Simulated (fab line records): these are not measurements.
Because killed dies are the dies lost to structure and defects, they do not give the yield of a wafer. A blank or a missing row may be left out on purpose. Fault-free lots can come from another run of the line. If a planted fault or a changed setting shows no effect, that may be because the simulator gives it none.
Problem report, 8D (eight disciplines) form, completed by code | flow sky130 | the parts of the form that need people (team, actions taken, sign-off) are left out

## 1. THE ISSUE
oes product au at SKY_FIELD_ISO_ETCH_14 reads a mean of 0.804 a.u. on 4 wafers of 2 lots; wafers without a fault read 0.854 a.u. with a standard deviation of 0.0052. Relative to the usual mean, that is a shift of -9.6 standard deviations.
The step: etches BARC in N2/H2, stops on SiO2, time 45.9 s, target depth 60 nm.
Earliest sighting: wafer L142.1 on rie diel-04 at day 5 03:35. At this step, 33 wafers from 11 lots have a number in the record. The rule behind "out" and "out of limits": a value lying over 4 standard deviations away from the usual mean. Any other wafer with a number is counted as sound.

## 2. WHAT IT IS AND WHAT IT IS NOT
question                    | is                             | is not
which readings at this step | oes product au                 | drypump motor current A
which lots                  | L142, L143                     | L129, L132, L135, L137, L140, L141, L145, L150, L152
which wafers of those lots  | L142.1, L142.3, L143.1, L143.2 | L142.5, L143.6
read on which tools         | rie diel-04                    | rie diel-02, rie diel-03
when                        | from day 5 03:35               | up to then (19 sound wafers); but 10 sound wafers of L143, L145, L150, L152 came after

## 3. SUSPECTS, AND WHAT RULES EACH OUT
Counting: if a tool at a process step up to the reading ran every lot that is out, it stays a suspect. Sound lots after the first of them don't rule it out here, since some wafers of a struck lot are sound.
- litho track-01 at SKY_FIELD_ISO_COAT_07 (resist thk 60 nm): kept. Ran every lot that is out, first one L142 (day 4 17:32); last sound lot up to then L140 (day 4 07:34).
- rie diel-04 at SKY_FIELD_ISO_ETCH_14 (etches BARC in N2/H2, stops on SiO2, time 45.9 s, target depth 60 nm): kept. Ran every lot that is out, first one L142 (day 5 03:35); last sound lot up to then L141 (day 4 19:07). Its own oes product au readings are out on those wafers.
- Within rie diel-04 at SKY_FIELD_ISO_ETCH_14: the wafers that are out ran in chambers 0, 1; their sound lot-mates ran in chambers 2, 3.
The count leaves rie diel-04 at SKY_FIELD_ISO_ETCH_14 and litho track-01 at SKY_FIELD_ISO_COAT_07.

## 4. THE CAUSE (what the simulator had put in)
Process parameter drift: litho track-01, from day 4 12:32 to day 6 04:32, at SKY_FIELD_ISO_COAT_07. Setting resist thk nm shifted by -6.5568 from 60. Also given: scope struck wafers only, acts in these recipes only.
Of the 2 suspects that counting leaves, this tool is one.

## 5. SEQUENCE OF EFFECTS, ordered by route
One row per reading whose mean, taken over the struck wafers that have a number, lies over 3 standard deviations from the usual. Only readings whose record carries a usual standard deviation are examined. hours: median over the lots of the time between each lot's start at the first step of this table that gives one and its start at this step. sigmas: the change, counted in usual standard deviations.
hours | step                  | reading        | usual      | on struck wafers | change | sigmas
0     | SKY_FIELD_ISO_ETCH_14 | oes product au | 0.854 a.u. | 0.804            | -0.050 | -9.6
Its process steps:
- SKY_FIELD_ISO_ETCH_14: etches BARC in N2/H2, stops on SiO2, time 45.9 s, target depth 60 nm.

## 6. HOW IT WOULD HAVE BEEN CAUGHT EARLIER
First out-of-limits reading in this record: day 5 03:35, which is 15 hours after fault onset at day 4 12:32.
Lots out: 2; all had begun SKY_FIELD_ISO_COAT_07 on litho track-01 by day 5 03:35. None of them would have been spared by holding the tool at that moment.
